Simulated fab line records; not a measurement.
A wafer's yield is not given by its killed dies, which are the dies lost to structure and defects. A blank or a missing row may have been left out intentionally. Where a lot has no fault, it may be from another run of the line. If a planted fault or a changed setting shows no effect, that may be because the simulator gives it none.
fab line records | flow gf180mcu
record lots=24 wafers=72 last-day=34
route steps=602 shown STI@3 NWELL@53 POLY_GATE@174 M4@473 V4@477 M5@534
lots untouched by any fault: they come from a run of this same line in which no faults occurred
start-h: start of the lot's first displayed wafer, in hours after the record's first day | wait-h: hours since the lot's step before | " the same as in the row above | L1.1+2: a row that stands for several wafers | - value missing, or start not given | * or withheld: withheld | < > ~ a bound
route shown NAME@n: a module of which the file shows steps, and the number in the route of the first | usual: mean/standard deviation of fault-free wafers | same: alike in all rows | chamber/n: place in a boat | sites: per-site readings | _std_site: the standard deviation of these | _edge_site: inner sites' mean taken away from outer sites' mean | radius-mm: for every site, how far away it sits from the centre of the wafer | mask NAME#n: copy n | behind: the tool/chamber that last shaped the wafer | hold: what put the lot on hold/how long, in hours/how the hold closed | device: which transistor (n, p or np) failed to switch | end of line: at the end of the route, the tests of the same wafers | where a step has no rows: the recipe by itself | killed: the dies lost at the first sort to structure and to defects; this is not the yield of the wafer | map: shows each die of a wafer: x if killed, . if not, _ if none is there
set.NAME: the run value of the setting; set.NAME@STEP: its run value at that earlier step | model.NAME: the simulator's own value behind a step, which no gauge read
a sample of lots followed through the steps of the route, with each step as a table and each wafer as a row
services: from which hour (start-h, from the record's first day; less than 0 if before it) a tool's chamber was out of use, for how many hours, and why
## steps
# step GF_STI_THK_MEAS_02
# recipe reads=SiO2_of_STI_OXIDATION_01
# usual STI_OXIDATION_THK=10.31/0.17
# columns lot.wafer tool chamber start-h wait-h STI_OXIDATION_THK[nm]
L074.3 film-metro-02 - 11.53 0.0 10.30
L074.5 " - " " 10.39
L074.6 " - " " 10.32
L075.2 film-metro-02 - 16.52 0.0 10.24
L075.3 " - " " 10.25
L075.5 " - " " 10.24
L076.4 film-metro-01 - 21.90 0.0 10.28
L076.5 " - " " 10.33
L076.6 " - " " 10.43
L077.3 film-metro-03 - 26.53 0.0 10.07
L077.5 " - " " 10.10
L077.6 " - " " 9.95
L078.1 film-metro-01 - 31.51 0.0 10.30
L078.5 " - " " 10.32
L078.6 " - " " 10.43
L079.2 film-metro-01 - 36.88 0.0 10.47
L079.3 " - " " 10.51
L079.4 " - " " 10.46
L080.1 film-metro-02 - 41.51 0.0 10.58
L080.2 " - " " 10.48
L080.3 " - " " 10.39
L081.2 film-metro-01 - 46.52 0.0 10.22
L081.4 " - " " 10.47
L081.6 " - " " 10.19
L082.3 film-metro-01 - 51.70 0.0 10.17
L082.4 " - " " 10.24
L082.5 " - " " 9.80
L083.1 film-metro-03 - 56.51 0.0 10.29
L083.4 " - " " 10.30
L083.6 " - " " 10.21
L084.1 film-metro-01 - 61.51 0.0 10.42
L084.2 " - " " 10.20
L084.4 " - " " 10.32
L085.2 film-metro-01 - 66.52 0.0 10.26
L085.3 " - " " 10.36
L085.5 " - " " 10.20
L086.1 film-metro-02 - 71.65 0.0 10.17
L086.2 " - " " 10.13
L086.6 " - " " 10.31
L087.1 film-metro-03 - 76.51 0.0 10.09
L087.3 " - " " 10.21
L087.4 " - " " 10.25
L088.2 film-metro-02 - 81.99 0.0 10.61
L088.3 " - " " 10.48
L088.5 " - " " 10.53
L089.3 film-metro-01 - 86.72 0.0 10.23
L089.4 " - " " 10.20
L089.6 " - " " 10.11
L090.3 film-metro-01 - 91.53 0.0 10.26
L090.4 " - " " 10.18
L090.5 " - " " 10.19
L091.2 film-metro-01 - 96.52 0.0 10.43
L091.3 " - " " 10.48
L091.6 " - " " 10.31
L092.2 film-metro-03 - 102.03 0.0 10.39
L092.3 " - " " 10.36
L092.5 " - " " 10.40
L093.1 film-metro-02 - 106.51 0.0 10.17
L093.5 " - " " 10.33
L093.6 " - " " 10.16
L094.1 film-metro-03 - 111.51 0.0 10.35
L094.3 " - " " 10.33
L094.5 " - " " 10.24
L095.1 film-metro-03 - 116.51 0.0 10.63
L095.4 " - " " 10.50
L095.5 " - " " 10.56
L096.1 film-metro-03 - 121.51 0.0 10.24
L096.3 " - " " 10.25
L096.5 " - " " 10.27
L097.3 film-metro-02 - 126.53 0.0 10.72
L097.5 " - " " 10.61
L097.6 " - " " 10.81
# step GF_NWELL_TW_MEAS_11
# usual NWELL_TW=1568/14
# columns lot.wafer tool chamber start-h wait-h NWELL_TW
L074.3 film-metro-03 - 56.00 0.1 1555
L074.5 " - " " 1553
L074.6 " - " " 1545
L075.2 film-metro-03 - 60.84 0.1 1546
L075.3 " - " " 1549
L075.5 " - " " 1547
L076.4 film-metro-03 - 67.21 0.1 1552
L076.5 " - " " 1552
L076.6 " - " " 1557
L077.3 film-metro-02 - 72.08 0.1 1583
L077.5 " - " " 1584
L077.6 " - " " 1582
L078.1 film-metro-02 - 76.74 0.1 1585
L078.5 " - " " 1580
L078.6 " - " " 1581
L079.2 film-metro-04 - 83.32 0.1 1565
L079.3 " - " " 1549
L079.4 " - " " 1561
L080.1 film-metro-02 - 87.91 0.1 1575
L080.2 " - " " 1585
L080.3 " - " " 1583
L081.2 film-metro-04 - 93.14 0.1 1554
L081.4 " - " " 1550
L081.6 " - " " 1559
L082.3 film-metro-02 - 99.71 0.1 1571
L082.4 " - " " 1570
L082.5 " - " " 1574
L083.1 film-metro-02 - 106.01 0.1 1582
L083.4 " - " " 1569
L083.6 " - " " 1570
L084.1 film-metro-02 - 111.61 0.1 1578
L084.2 " - " " 1581
L084.4 " - " " 1569
L085.2 film-metro-04 - 117.29 0.1 1580
L085.3 " - " " 1572
L085.5 " - " " 1579
L086.1 film-metro-02 - 120.64 0.1 1581
L086.2 " - " " 1583
L086.6 " - " " 1585
L087.1 film-metro-02 - 126.88 0.1 1581
L087.3 " - " " 1583
L087.4 " - " " 1586
L088.2 film-metro-02 - 133.30 0.1 1585
L088.3 " - " " 1586
L088.5 " - " " 1584
L089.3 film-metro-04 - 139.15 0.1 1566
L089.4 " - " " 1561
L089.6 " - " " 1565
L090.3 film-metro-03 - 143.50 0.1 1555
L090.4 " - " " 1552
L090.5 " - " " 1555
L091.2 film-metro-04 - 148.14 0.1 1570
L091.3 " - " " 1562
L091.6 " - " " 1557
L092.2 film-metro-02 - 156.12 0.1 1597
L092.3 " - " " 1587
L092.5 " - " " 1588
L093.1 film-metro-03 - 160.24 0.1 1562
L093.5 " - " " 1569
L093.6 " - " " 1572
L094.1 film-metro-02 - 165.68 0.1 1585
L094.3 " - " " 1587
L094.5 " - " " 1586
L095.1 film-metro-03 - 171.71 0.1 1555
L095.4 " - " " 1551
L095.5 " - " " 1546
L096.1 film-metro-03 - 178.03 0.1 1549
L096.3 " - " " 1555
L096.5 " - " " 1555
L097.3 film-metro-03 - 180.78 0.1 1546
L097.5 " - " " 1553
L097.6 " - " " 1550
# step GF_POLY_GATE_THK_MEAS_17
# recipe reads=SiO2_of_POLY_GATE_OXIDATION_16
# usual POLY_GATE_OXIDATION_THK=4.03/0.095
# columns lot.wafer tool chamber start-h wait-h POLY_GATE_OXIDATION_THK[nm]
L074.3 film-metro-04 - 201.15 0.0 3.94
L074.5 " - " " 3.95
L074.6 " - " " 3.88
L075.2 film-metro-03 - 205.94 0.0 4.03
L075.3 " - " " 4.10
L075.5 " - " " 4.00
L076.4 film-metro-01 - 216.42 0.0 3.92
L076.5 " - " " 3.99
L076.6 " - " " 3.86
L077.3 film-metro-03 - 220.76 0.0 3.98
L077.5 " - " " 4.02
L077.6 " - " " 3.99
L078.1 film-metro-03 - 229.32 0.0 4.12
L078.5 " - " " 4.08
L078.6 " - " " 4.14
L079.2 film-metro-01 - 236.34 0.0 4.03
L079.3 " - " " 4.01
L079.4 " - " " 3.92
L080.1 film-metro-03 - 244.16 0.0 4.14
L080.2 " - " " 4.03
L080.3 " - " " 4.17
L081.2 film-metro-04 - 250.83 0.0 4.03
L081.4 " - " " 4.10
L081.6 " - " " 4.14
L082.3 film-metro-01 - 259.34 0.0 3.93
L082.4 " - " " 3.87
L082.5 " - " " 3.96
L083.1 film-metro-01 - 265.65 0.0 4.00
L083.4 " - " " 4.00
L083.6 " - " " 3.96
L084.1 film-metro-03 - 275.50 0.0 4.05
L084.2 " - " " 4.11
L084.4 " - " " 4.15
L085.2 film-metro-03 - 278.23 0.0 4.29
L085.3 " - " " 4.25
L085.5 " - " " 4.27
L086.1 film-metro-03 - 285.87 0.0 4.00
L086.2 " - " " 4.01
L086.6 " - " " 3.98
L087.1 film-metro-01 - 292.76 0.0 3.95
L087.3 " - " " 3.94
L087.4 " - " " 3.97
L088.2 film-metro-03 - 300.29 0.0 4.01
L088.3 " - " " 3.96
L088.5 " - " " 4.01
L089.3 film-metro-01 - 307.22 0.0 4.13
L089.4 " - " " 4.21
L089.6 " - " " 4.12
L090.3 film-metro-04 - 312.61 0.0 4.02
L090.4 " - " " 4.08
L090.5 " - " " 4.04
L091.2 film-metro-04 - 319.91 0.0 3.95
L091.3 " - " " 3.98
L091.6 " - " " 3.99
L092.2 film-metro-04 - 329.00 0.0 4.08
L092.3 " - " " 3.95
L092.5 " - " " 4.01
L093.1 film-metro-04 - 334.91 0.0 4.00
L093.5 " - " " 3.97
L093.6 " - " " 4.03
L094.1 film-metro-01 - 343.89 0.0 3.88
L094.3 " - " " 3.99
L094.5 " - " " 3.95
L095.1 film-metro-01 - 349.45 0.0 4.07
L095.4 " - " " 4.04
L095.5 " - " " 4.09
L096.1 film-metro-04 - 358.31 0.0 4.12
L096.3 " - " " 4.03
L096.5 " - " " 3.99
L097.3 film-metro-03 - 363.98 0.0 3.95
L097.5 " - " " 3.91
L097.6 " - " " 3.90
# step GF_M4_STRIP_17
# recipe chemistry=O2/N2 power-w=1400 pressure-mtorr=1500 platen-temp-c=250 o2-flow-sccm=3000 n2-flow-sccm=300 overash-fraction=0.5
# usual drypump-motor-current-A=5.6/0.35 heater-power-w=322/30 oes-product-au=0.558/0.0047 strip-time-to-endpoint-s=7.88/0.037
# columns lot.wafer tool chamber start-h wait-h drypump-motor-current-A heater-power-w oes-product-au rf-hours-counter-h strip-time-to-endpoint-s
L074.3 plasma-asher-01 0 542.69 0.1 5.3 328 0.560 - 7.94
L074.5 " 0 " " 5.2 329 0.555 - 7.91
L074.6 " 1 " " 5.6 286 0.564 - 7.91
L075.2 plasma-asher-01 0 546.55 0.1 5.2 329 0.553 43 7.81
L075.3 " 1 " " 5.6 300 0.558 - 7.84
L075.5 " 1 " " 5.6 292 0.552 - 7.76
L076.4 plasma-asher-03 0 562.90 0.1 5.8 353 0.556 - 7.85
L076.5 " 1 " " 6.2 376 0.562 - 7.93
L076.6 " 0 " " 5.8 342 0.553 - 7.85
L077.3 plasma-asher-03 0 566.07 0.1 5.8 346 0.552 - 7.86
L077.5 " 1 " " 6.3 372 0.562 - 7.89
L077.6 " 0 " " 5.8 354 0.561 - 7.92
L078.1 plasma-asher-01 0 574.27 0.1 5.2 334 0.560 46 7.90
L078.5 " 1 " " 5.6 294 0.551 - 7.86
L078.6 " 0 " " 5.3 327 0.550 - 7.82
L079.2 plasma-asher-04 1 586.62 0.1 5.1 323 0.566 81 7.87
L079.3 " 0 " " 5.8 285 0.561 - 7.89
L079.4 " 1 " " 5.1 315 0.561 - 7.89
L080.1 plasma-asher-03 1 593.33 0.1 6.3 371 0.562 17 7.90
L080.2 " 0 " " 5.8 354 0.548 17 7.81
L080.3 " 0 " " 5.8 347 0.563 - 7.86
L081.2 plasma-asher-04 1 603.63 0.1 5.2 317 0.567 84 7.92
L081.4 " 0 " " 5.8 278 0.563 - 7.92
L081.6 " 1 " " 5.2 319 0.555 - 7.91
L082.3 plasma-asher-01 1 609.96 0.1 5.6 296 0.559 - 7.92
L082.4 " 0 " " 5.3 333 0.548 - 7.92
L082.5 " 1 " " 5.6 292 0.560 - 7.89
L083.1 plasma-asher-04 1 615.10 0.1 5.1 316 0.552 85 7.83
L083.4 " 0 " " 5.8 273 0.555 - 7.84
L083.6 " 1 " " 5.1 316 0.553 - 7.84
L084.1 plasma-asher-01 0 625.90 0.1 5.2 337 0.557 50 7.87
L084.2 " 1 " " 5.6 287 0.560 50 7.87
L084.4 " 0 " " 5.2 339 0.555 - 7.88
L085.2 plasma-asher-04 0 630.45 0.1 5.8 280 0.558 87 7.97
L085.3 " 0 " " 5.8 282 0.558 - 7.91
L085.5 " 0 " " 5.8 279 0.562 - 7.90
L086.1 plasma-asher-01 1 640.46 0.2 5.6 297 0.556 52 7.84
L086.2 " 0 " " 5.3 328 0.561 52 7.86
L086.6 " 0 " " 5.2 321 0.562 - 7.88
L087.1 plasma-asher-01 1 646.34 0.2 5.6 291 0.564 52 7.88
L087.3 " 1 " " 5.6 287 0.554 - 7.86
L087.4 " 0 " " 5.2 330 0.557 - 7.86
L088.2 plasma-asher-03 1 652.96 0.1 6.2 365 0.566 23 7.94
L088.3 " 1 " " 6.2 362 0.557 - 7.89
L088.5 " 1 " " 6.3 378 0.561 - 7.88
L089.3 plasma-asher-01 0 662.75 0.1 5.2 337 0.554 - 7.88
L089.4 " 1 " " 5.6 287 0.563 - 7.87
L089.6 " 0 " " 5.2 325 0.557 - 7.90
L090.3 plasma-asher-01 1 665.73 0.1 5.6 293 0.553 - 7.91
L090.4 " 0 " " 5.2 332 0.561 - 7.92
L090.5 " 1 " " 5.6 293 0.555 - 7.92
L091.2 plasma-asher-04 1 672.57 0.1 5.2 305 0.556 91 7.84
L091.3 " 0 " " 5.8 284 0.560 - 7.87
L091.6 " 0 " " 5.8 276 0.560 - 7.86
L092.2 plasma-asher-03 0 681.47 0.1 5.8 348 0.564 26 7.92
L092.3 " 1 " " 6.3 380 0.559 - 7.88
L092.5 " 0 " " 5.7 340 0.550 - 7.94
L093.1 plasma-asher-04 0 686.48 0.2 5.8 278 0.558 93 7.88
L093.5 " 1 " " 5.2 313 0.569 - 7.91
L093.6 " 0 " " 5.8 289 0.559 - 7.88
L094.1 plasma-asher-03 0 693.58 0.1 5.8 340 0.556 28 7.85
L094.3 " 1 " " 6.2 374 0.558 - 7.86
L094.5 " 0 " " 5.8 347 0.563 - 7.85
L095.1 plasma-asher-01 0 699.88 0.1 5.3 325 0.559 58 7.91
L095.4 " 1 " " 5.6 291 0.564 - 7.90
L095.5 " 0 " " 5.2 323 0.559 - 7.91
L096.1 plasma-asher-03 0 708.28 0.2 5.8 342 0.549 29 7.85
L096.3 " 0 " " 5.8 345 0.555 - 7.89
L096.5 " 1 " " 6.2 363 0.561 - 7.86
L097.3 plasma-asher-01 0 712.02 0.1 5.2 328 0.562 - 7.82
L097.5 " 0 " " 5.2 328 0.555 - 7.85
L097.6 " 1 " " 5.6 287 0.545 - 7.77
# step GF_V4_THK_MEAS_01
# recipe reads=SiO2_of_V4_CVD_00
# usual V4_CVD_00_THK=597/6.6
# columns lot.wafer tool chamber start-h wait-h V4_CVD_00_THK[nm]
L074.3 film-metro-02 - 543.63 0.1 590
L074.5 " - " " 598
L074.6 " - " " 593
L075.2 film-metro-02 - 547.17 0.0 592
L075.3 " - " " 593
L075.5 " - " " 600
L076.4 film-metro-04 - 563.50 0.0 606
L076.5 " - " " 606
L076.6 " - " " 602
L077.3 film-metro-04 - 567.06 0.1 594
L077.5 " - " " 605
L077.6 " - " " 597
L078.1 film-metro-03 - 574.91 0.0 592
L078.5 " - " " 590
L078.6 " - " " 601
L079.2 film-metro-02 - 587.23 0.0 602
L079.3 " - " " 591
L079.4 " - " " 603
L080.1 film-metro-04 - 593.94 0.0 590
L080.2 " - " " 588
L080.3 " - " " 594
L081.2 film-metro-03 - 604.24 0.0 607
L081.4 " - " " 612
L081.6 " - " " 614
L082.3 film-metro-04 - 610.55 0.1 592
L082.4 " - " " 591
L082.5 " - " " 587
L083.1 film-metro-04 - 615.71 0.0 595
L083.4 " - " " 592
L083.6 " - " " 603
L084.1 film-metro-04 - 626.51 0.0 606
L084.2 " - " " 602
L084.4 " - " " 597
L085.2 film-metro-02 - 631.06 0.0 600
L085.3 " - " " 602
L085.5 " - " " 594
L086.1 film-metro-03 - 641.07 0.0 595
L086.2 " - " " 592
L086.6 " - " " 592
L087.1 film-metro-04 - 646.95 0.0 598
L087.3 " - " " 598
L087.4 " - " " 597
L088.2 film-metro-03 - 653.98 0.0 590
L088.3 " - " " 591
L088.5 " - " " 589
L089.3 film-metro-04 - 663.34 0.1 590
L089.4 " - " " 599
L089.6 " - " " 597
L090.3 film-metro-03 - 666.36 0.1 589
L090.4 " - " " 586
L090.5 " - " " 593
L091.2 film-metro-03 - 673.35 0.2 595
L091.3 " - " " 593
L091.6 " - " " 590
L092.2 film-metro-02 - 682.08 0.0 589
L092.3 " - " " 605
L092.5 " - " " 603
L093.1 film-metro-03 - 687.08 0.0 595
L093.5 " - " " 607
L093.6 " - " " 599
L094.1 film-metro-03 - 694.19 0.0 603
L094.3 " - " " 596
L094.5 " - " " 606
L095.1 film-metro-02 - 700.49 0.0 595
L095.4 " - " " 595
L095.5 " - " " 601
L096.1 film-metro-03 - 708.88 0.0 617
L096.3 " - " " 600
L096.5 " - " " 614
L097.3 film-metro-04 - 712.61 0.1 596
L097.5 " - " " 594
L097.6 " - " " 594
# step GF_M5_OVL_MEAS_08
# usual M5_OVL=1/5.6
# columns lot.wafer tool chamber start-h wait-h M5_OVL[nm]
L074.3 overlay-02 - 611.58 0.1 -10
L074.5 " - " " 2
L074.6 " - " " -2
L075.2 overlay-02 - 614.37 0.1 -7
L075.3 " - " " -7
L075.5 " - " " -2
L076.4 overlay-02 - 629.59 0.1 7
L076.5 " - " " -4
L076.6 " - " " 3
L077.3 overlay-01 - 633.30 0.1 0
L077.5 " - " " 8
L077.6 " - " " -4
L078.1 overlay-01 - 641.43 0.1 -1
L078.5 " - " " 8
L078.6 " - " " 3
L079.2 overlay-01 - 652.39 0.1 4
L079.3 " - " " -2
L079.4 " - " " 5
L080.1 overlay-02 - 658.53 0.1 9
L080.2 " - " " -3
L080.3 " - " " 6
L081.2 overlay-01 - 666.79 0.1 -6
L081.4 " - " " 5
L081.6 " - " " 3
L082.3 overlay-02 - 673.08 0.1 -4
L082.4 " - " " -2
L082.5 " - " " -12
L083.1 overlay-01 - 678.83 0.1 -2
L083.4 " - " " -8
L083.6 " - " " -3
L084.1 overlay-01 - 688.92 0.1 2
L084.2 " - " " 6
L084.4 " - " " -3
L085.2 overlay-01 - 693.22 0.1 10
L085.3 " - " " 4
L085.5 " - " " -3
L086.1 overlay-01 - 702.37 0.1 4
L086.2 " - " " 7
L086.6 " - " " 5
L087.1 overlay-02 - 707.67 0.1 -5
L087.3 " - " " -4
L087.4 " - " " 1
L088.2 overlay-02 - 714.17 0.1 0
L088.3 " - " " -3
L088.5 " - " " -2
L089.3 overlay-02 - 721.80 0.1 1
L089.4 " - " " -6
L089.6 " - " " -4
L090.3 overlay-02 - 726.25 0.1 7
L090.4 " - " " 10
L090.5 " - " " 13
L091.2 overlay-02 - 733.24 0.1 5
L091.3 " - " " -9
L091.6 " - " " 0
L092.2 overlay-01 - 740.47 0.1 3
L092.3 " - " " 3
L092.5 " - " " 4
L093.1 overlay-02 - 745.37 0.1 -9
L093.5 " - " " 1
L093.6 " - " " 8
L094.1 overlay-01 - 751.72 0.1 7
L094.3 " - " " 4
L094.5 " - " " 4
L095.1 overlay-02 - 756.88 0.1 3
L095.4 " - " " -9
L095.5 " - " " -4
L096.1 overlay-01 - 764.28 0.1 2
L096.3 " - " " 12
L096.5 " - " " 4
L097.3 overlay-02 - 766.65 0.1 5
L097.5 " - " " 7
L097.6 " - " " -2
## services
# columns tool chamber start-h hours kind
plasma-asher-04 - 567.34 0.7 repair
plasma-asher-01 - 582.39 14.6 pm
plasma-asher-03 - 620.46 2.4 repair
plasma-asher-01 - 706.40 0.3 repair
## key
fault none
